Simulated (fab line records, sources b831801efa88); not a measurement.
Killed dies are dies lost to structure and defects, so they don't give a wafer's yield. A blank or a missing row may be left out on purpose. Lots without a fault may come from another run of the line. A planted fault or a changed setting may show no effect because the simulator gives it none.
A struck lot beside a sound one | flow sky130 | 15 steps out of a route of 708
Sound: wafers L459.1, L459.2, L459.6. Struck: wafers L473.4, L473.5, L473.6. The cause comes at the end.
At each step with rows: each side's tool, then ch and its chambers, then its first start. Under that, the readings that differ: sound wafers | struck wafers | difference of the means | sigmas: that difference in standard deviations of wafers without a fault.
alike: readings whose means differ by less than 2 such deviations, and words and numbers that are the same on both sides. not compared: withheld readings, readings that some wafer has no value for, bounds like >300 that may hide the same value, and numbers for which the record gives no deviation and whose values overlap.
The two part at a step that has a row with sigmas, a row that says differs or no value, or rows on one side only. Numbers that don't overlap but have no deviation are shown without sigmas and don't part them. A reading that every wafer of one side lacks parts them only if that side has two wafers or more.

SKY_METAL2_THK_MEAS_06: measures by xrf.
  sound on film_metro-03, day 37 07:23; struck on film_metro-01, day 41 11:49
  alike: METAL2_ALCU_THK
then, 8 steps without rows for these wafers: SKY_METAL2_DEHYDRATE_07 (time 60 s); SKY_METAL2_HMDS_08 (prime time 60 s); SKY_METAL2_COAT_09 (resist thk 60 nm); SKY_METAL2_COAT_10 (resist thk 450 nm); SKY_METAL2_SOFTBAKE_11 (time 90 s); SKY_METAL2_EXPOSE_12 (exposes mask MM2, target cd 140 nm); SKY_METAL2_PEB_13; SKY_METAL2_DEVELOP_14 (develop time 60 s).
SKY_METAL2_CD_MEAS_15: target cd 140 nm.
  sound on cd_sem-02, day 38 08:16; struck on cd_sem-01, day 42 10:55
  alike: cd_nm
SKY_METAL2_OVL_MEAS_16:
  sound on overlay-02, day 38 08:23; struck on overlay-01, day 42 10:59
  alike: METAL2_OVL
SKY_METAL2_DESCUM_17: chemistry O2, time 8 s.
  sound on rie_metal-03 ch 0,1, day 38 08:25; struck on rie_metal-04 ch 0,1, day 42 11:01
  alike: chamber_pressure_mTorr, drypump_motor_current_A, oes_product_au, temp_c
  not compared: rf_hours_counter_h
SKY_METAL2_ETCH_18: etches BARC in N2/H2, stops on SiO2, time 45.9 s, target depth 60 nm.
  sound on rie_metal-03 ch 0,1, day 38 08:27; struck on rie_metal-04 ch 0,1, day 42 11:04
  reading    | sound               | struck            | difference | sigmas
  bias_w (W) | 99.97 100.10 100.38 | 97.53 97.04 97.04 | -2.95      | -11
  alike: chamber_pressure_mTorr, drypump_motor_current_A, oes_product_au, throttle_valve_pct
  not compared: rf_hours_counter_h
SKY_METAL2_METAL_ETCH_19: etches the open film in Cl2/BCl3, stops on SiO2, target depth 360 nm, time 78 s.
  sound on rie_metal-03 ch 0,1, day 38 08:31; struck on rie_metal-04 ch 0,1, day 42 11:08
  alike: bias_w, chamber_pressure_mTorr, drypump_motor_current_A, oes_product_au, throttle_valve_pct
  not compared: rf_hours_counter_h
-- the record jumps here: 9 days lie between the struck wafers' starts before and after (it left off in module METAL2 and takes up again in module PAD_OPEN, whose first step shown is number 708 of the route) --
SKY_PAD_OPEN_PROBE_99:
  sound on prober-02, day 48 06:29; struck on prober-01, day 51 03:26
  alike: defect_limited_yield, killed_at_M0_to_M3, killed_at_M4_up, killed_at_contacts, killed_at_front_end, killed_at_other, killed_dies, killed_open, killed_short, sort_bin_3_pad_short, sort_bin_5_function, sort_bin_6_memory, sort_n_pass, sort_yield_pct

WHERE THEY PART
Only at SKY_METAL2_ETCH_18, within this record. Later steps at which nothing parts them and some readings are alike: SKY_METAL2_METAL_ETCH_19, SKY_PAD_OPEN_PROBE_99.

WHY: what the simulator had put in
Process parameter drift: rie_metal-04, from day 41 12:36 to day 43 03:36, at SKY_METAL2_ETCH_18. Setting bias_w, moved by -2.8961, from 100. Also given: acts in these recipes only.
